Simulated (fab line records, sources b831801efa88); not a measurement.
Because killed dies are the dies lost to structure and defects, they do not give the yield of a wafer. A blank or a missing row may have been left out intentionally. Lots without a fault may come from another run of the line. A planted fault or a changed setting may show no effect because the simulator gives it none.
A struck lot beside a sound one / flow sky130 / 44 out of 708 route steps
Sound: the wafers L449.4, L449.5, L449.6. Wafers struck: L455.2, L455.5, L455.6. The cause is named last.
At each step with rows: each side's tool, then ch and its chambers, then its first start. Under that, the readings that differ: sound wafers / struck wafers / difference of the means / sigmas: that difference in standard deviations of wafers without a fault.
alike: readings with means less than 2 such deviations apart, plus words and numbers identical on both sides. not compared: withheld readings, readings lacking a value on some wafer, bounds such as >300 that could conceal the same value, and numbers that have no deviation in the record and whose values overlap.
Wherever a step has rows on one side only, a row that says differs or no value, or a row with sigmas, the two part there. Non-overlapping numbers with no deviation appear without sigmas and do not part them. A reading missing from all wafers of one side parts the sides only when that side holds two or more wafers.

first, 2 steps without rows for these wafers: SKY_DNWELL_DEVELOP_06 (develop time 60 s); SKY_DNWELL_IMPLANT_07.
SKY_DNWELL_STRIP_08: strips in O2/N2.
  sound on plasmaAsher-01 ch 0,1, day 4 01:20; struck on plasmaAsher-04 ch 0,1, day 5 09:10
  alike: drypumpMotorCurrentA, oesProductAu, stripTimeToEndpointS
  not compared: rfHoursCounterH
SKY_DNWELL_TW_MEAS_09:
  sound: filmMetro-01 at day 4 01:26; struck: filmMetro-04 at day 5 09:16
reading=DNWELL_TW; sound=1125 1119 1117; struck=1091 1090 1089; difference=-30; sigmas=-2
then, 7 steps without rows for these wafers: SKY_PWDE_DEHYDRATE_00 (time 60 s); SKY_PWDE_HMDS_01 (prime time 60 s); SKY_PWDE_COAT_02 (resist thk 3000 nm); SKY_PWDE_SOFTBAKE_03; SKY_PWDE_EXPOSE_04 (exposes mask PWDEM, target cd 840 nm); SKY_PWDE_PEB_05; SKY_PWDE_DEVELOP_06 (develop time 60 s).
SKY_PWDE_OVL_MEAS_07:
  sound: overlay-02 at day 4 17:34; struck: overlay-01 at day 6 03:41
  alike: PWDE_OVL
SKY_PWDE_IMPLANT_08:
  sound on implanter-03 ch 0, day 4 17:39; struck on implanter-03 ch 0, day 6 03:44
reading=doseIonsCm2; sound=3.606e+12 3.606e+12 3.602e+12; struck=3.47e+12 3.467e+12 3.465e+12; difference=-1.37e+11; sigmas=-37
SKY_PWDE_STRIP_09: strips in O2/N2.
  sound on plasmaAsher-02 ch 0,1, day 4 17:46; struck on plasmaAsher-04 ch 0,1, day 6 03:52
  alike: drypumpMotorCurrentA, oesProductAu, stripTimeToEndpointS
  not compared: rfHoursCounterH
SKY_PWDE_TW_MEAS_10:
  sound: filmMetro-04 at day 4 17:52; struck: filmMetro-01 at day 6 03:58
  alike: PWDE_TW
then, 7 steps without rows for these wafers: SKY_NWELL_DEHYDRATE_03 (time 60 s); SKY_NWELL_HMDS_04 (prime time 60 s); SKY_NWELL_COAT_05 (resist thk 3000 nm); SKY_NWELL_SOFTBAKE_06; SKY_NWELL_EXPOSE_07 (exposes mask NWM, target cd 840 nm); SKY_NWELL_PEB_08; SKY_NWELL_DEVELOP_09 (develop time 60 s).
SKY_NWELL_OVL_MEAS_10:
  sound: overlay-01 at day 5 11:10; struck: overlay-01 at day 6 22:15
  alike: NWELL_00_OVL
then, 3 steps without rows for these wafers: SKY_NWELL_IMPLANT_11; SKY_NWELL_IMPLANT_12; SKY_NWELL_IMPLANT_13.
SKY_NWELL_STRIP_14: strips in O2/N2.
  sound on plasmaAsher-03 ch 0,1, day 5 11:40; struck on plasmaAsher-02 ch 0,1, day 6 22:44
  alike: drypumpMotorCurrentA, oesProductAu, stripTimeToEndpointS
  not compared: rfHoursCounterH
SKY_NWELL_TW_MEAS_15:
  sound: filmMetro-04 at day 5 11:46; struck: filmMetro-04 at day 6 22:50
  alike: NWELL_TW
then, 7 steps without rows for these wafers: SKY_NWELL_DEHYDRATE_16 (time 60 s); SKY_NWELL_HMDS_17 (prime time 60 s); SKY_NWELL_COAT_18 (resist thk 3000 nm); SKY_NWELL_SOFTBAKE_19; SKY_NWELL_EXPOSE_20 (exposes mask NWM COMPLEMENT, target cd 840 nm); SKY_NWELL_PEB_21; SKY_NWELL_DEVELOP_22 (develop time 60 s).
SKY_NWELL_OVL_MEAS_23:
  sound: overlay-01 at day 6 06:10; struck: overlay-01 at day 7 18:19
  alike: NWELL_01_OVL
after that, 1 step had no rows for these wafers: SKY_NWELL_IMPLANT_24.
SKY_NWELL_STRIP_25: strips in O2/N2.
  sound on plasmaAsher-02 ch 0,1, day 6 06:22; struck on plasmaAsher-03 ch 0,1, day 7 18:29
  alike: drypumpMotorCurrentA, oesProductAu, stripTimeToEndpointS
  not compared: rfHoursCounterH
SKY_NWELL_TW_MEAS_26:
  sound: filmMetro-03 at day 6 06:28; struck: filmMetro-03 at day 7 18:36
  alike: NWELL_2_TW
then, 1 step without rows for these wafers: SKY_NWELL_CLEAN_27 (cleans in SC1/SC2, time 150 s).
SKY_NWELL_RTA_28: time 30 s.
  sound on rtpAnneal-01 ch 0, day 6 06:35; struck on rtpAnneal-02 ch 0, day 7 18:43
  alike: lampPowerPct, wafer_temp_C_max
SKY_NWELL_RS_MEAS_29: the measuring method here is four-point-probe.
  sound: filmMetro-01 at day 6 06:42; struck: filmMetro-04 at day 7 18:49
  alike: NWELL_RS
SKY_NWELL_RS_MEAS_31: the measuring method here is four-point-probe.
  sound: filmMetro-01 at day 6 06:56; struck: filmMetro-04 at day 7 19:04
reading=PWDE_RS (ohm/sq); sound=5273 5274 5271; struck=5411 5428 5440; difference=+154; sigmas=+8
-- the record jumps here: 40 days lie between the struck wafers' starts before and after (it left off in module NWELL and takes up again in module PAD_OPEN, whose first step shown is number 708 of the route) --
SKY_PAD_OPEN_PROBE_99:
  sound: prober-02 at day 46 12:07; struck: prober-02 at day 48 04:19
reading=killedAtContacts; sound=26 19 29; struck=13 20 11; difference=-10; sigmas=-2
reading=killedOpen; sound=68 47 52; struck=33 48 37; difference=-16; sigmas=-2
reading=model.etest.resPwdeUnderGate.rsOhmSq; sound=6191 6170 6171; struck=6378 6368 6369; difference=+194; sigmas=
  alike: killed_at_M0_to_M3, killed_at_M4_up, killedAtFrontEnd, killedAtOther, killedDies, killedOnRim, killedShort

WHERE THEY PART
Earliest at SKY_DNWELL_TW_MEAS_09; latest, in this record, at SKY_PAD_OPEN_PROBE_99.

WHY: what the simulator had put in
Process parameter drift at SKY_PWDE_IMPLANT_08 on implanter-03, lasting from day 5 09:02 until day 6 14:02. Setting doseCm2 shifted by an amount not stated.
